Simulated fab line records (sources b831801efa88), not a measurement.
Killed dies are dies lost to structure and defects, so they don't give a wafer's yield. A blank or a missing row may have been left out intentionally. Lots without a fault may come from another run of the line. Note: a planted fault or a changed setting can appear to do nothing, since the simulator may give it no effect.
A lot that was struck, set against a sound lot :: flow gf180mcu :: 28 out of 602 route steps
Sound: these wafers, L459.1, L459.4, L459.6. The struck wafers were L480.3, L480.4, L480.5. The cause is given at the end.
For every step that has rows: the tool of each side, followed by ch and its chambers, followed by its first start. Under that, the readings that differ: sound wafers :: struck wafers :: difference of the means :: sigmas: that difference in standard deviations of wafers without a fault.
alike: readings with means less than 2 such deviations apart, plus words and numbers identical on both sides. not compared: withheld readings, readings lacking a value on some wafer, bounds such as >300 that could conceal the same value, and numbers that have no deviation in the record and whose values overlap.
The two part at a step that has a row with sigmas, a row that says differs or no value, or rows on one side only. Numbers that have no deviation but don't overlap get no sigmas and don't part them. A reading that every wafer of one side lacks parts them only if that side has two wafers or more.

first, 4 steps without rows for these wafers: GF_V5_ETCH_17 (etches SiO2 in C4F8/O2/Ar, stops on TiN, target depth 855 nm); GF_V5_STRIP_18 (strips in O2/N2); GF_V5_STRIP_19 (strips in post etch residue remover, time 1200 s); GF_V5_CLEAN_20 (cleans in DIW).
GF_V5_SPUTTER_21: material Ti, target thk 15 nm, time 80.02 s.
  sound on pvd-sputter-03, day 27 10:50; struck on pvd-sputter-02, day 33 10:20
  alike: throttle-valve-pct
then, 1 step without rows for these wafers: GF_V5_SPUTTER_22 (material TiN, target thk 10 nm, time 40 s).
GF_V5_CVD_23: deposits W, target thk 350 nm, time 104.9 s.
  sound on cvd-w-01 ch 0,1, day 27 10:56; struck on cvd-w-02 ch 0,1, day 33 10:29
  alike: heater-power-w
GF_V5_RS_MEAS_24: a four-point-probe measurement.
  sound on film-metro-02, day 27 11:02; struck on film-metro-02, day 33 10:36
  alike: V5_W_RS
GF_V5_THK_MEAS_25: measures by xrf.
  sound on film-metro-02, day 27 11:10; struck on film-metro-02, day 33 10:42
  alike: V5_W_THK
then, 3 steps without rows for these wafers: GF_V5_CMP_26 (polishes, stops on SiO2, t overpolish 15 s, target thk 0 nm); GF_TOP_METAL_SPUTTER_00 (material Ti, target thk 37.5 nm, time 150 s); GF_TOP_METAL_SPUTTER_01 (material TiN, target thk 30 nm, time 25 s).
GF_TOP_METAL_SPUTTER_02: material AlCu, target thk 900 nm, time 47.82 s.
  sound on pvd-sputter-01, day 27 11:48; struck on pvd-sputter-01, day 33 11:10
reading: model.AlCu_of_TOP_METAL_SPUTTER_02.thk-nm (nm)
sound: 885.3 888.3 895.3
struck: 905 902.8 895.4
difference: +11
sigmas: 
  alike: throttle-valve-pct
GF_TOP_METAL_SPUTTER_03: material Ti, target thk 5 nm, time 3.3 s.
  sound on pvd-sputter-01, day 27 11:50; struck on pvd-sputter-01, day 33 11:13
  alike: throttle-valve-pct
GF_TOP_METAL_SPUTTER_04: material TiN, target thk 25 nm, time 20.8 s.
  sound on pvd-sputter-01, day 27 11:52; struck on pvd-sputter-01, day 33 11:14
  alike: throttle-valve-pct
GF_TOP_METAL_RS_MEAS_05: a four-point-probe measurement.
  sound on film-metro-02, day 27 11:53; struck on film-metro-02, day 33 11:18
  alike: TOP_METAL_ALCU_RS
GF_TOP_METAL_THK_MEAS_06: measures by xrf.
  sound on film-metro-02, day 27 12:01; struck on film-metro-02, day 33 11:24
  alike: TOP_METAL_ALCU_THK
then, 7 steps without rows for these wafers: GF_TOP_METAL_DEHYDRATE_07 (time 60 s); GF_TOP_METAL_HMDS_08 (prime time 60 s); GF_TOP_METAL_COAT_09 (resist thk 1500 nm); GF_TOP_METAL_SOFTBAKE_10 (time 60 s); GF_TOP_METAL_EXPOSE_11 (exposes mask MetalTop, target cd 440 nm); GF_TOP_METAL_PEB_12; GF_TOP_METAL_DEVELOP_13 (develop time 60 s).
GF_TOP_METAL_CD_MEAS_14 targets a cd of 440 nm.
  sound on cd-sem-02, day 28 07:44; struck on cd-sem-01, day 34 02:38
  alike: cd-nm
GF_TOP_METAL_OVL_MEAS_15:
  sound on overlay-02, day 28 07:52; struck on overlay-01, day 34 02:44
  alike: TOP_METAL_OVL
GF_TOP_METAL_METAL_ETCH_16: etches the open film in Cl2/BCl3, stops on SiO2, target depth 1077.5 nm, time 179.6 s.
  sound on rie-metal-03 ch 1, day 28 07:53; struck on rie-metal-04 ch 0,1, day 34 02:49
reading: model.TOP_METAL.feature-depth-nm (nm)
sound: 1007 1011 1017
struck: 1028 1025 1018
difference: +12
sigmas: 

reading: model.etch.depth-nm (nm)
sound: 1007 1011 1017
struck: 1028 1025 1018
difference: +12
sigmas: 
  alike: drypump-motor-current-A, oes-product-au, throttle-valve-pct
  not compared: rf-hours-counter-h
GF_TOP_METAL_STRIP_17: strips in O2/N2.
  sound on plasma-asher-02 ch 0,1, day 28 08:04; struck on plasma-asher-02 ch 0,1, day 34 02:58
  alike: drypump-motor-current-A, heater-power-w, oes-product-au, strip-time-to-endpoint-s
  not compared: rf-hours-counter-h

WHERE THEY PART
Nowhere in this record.

WHY: the cause the simulator had injected
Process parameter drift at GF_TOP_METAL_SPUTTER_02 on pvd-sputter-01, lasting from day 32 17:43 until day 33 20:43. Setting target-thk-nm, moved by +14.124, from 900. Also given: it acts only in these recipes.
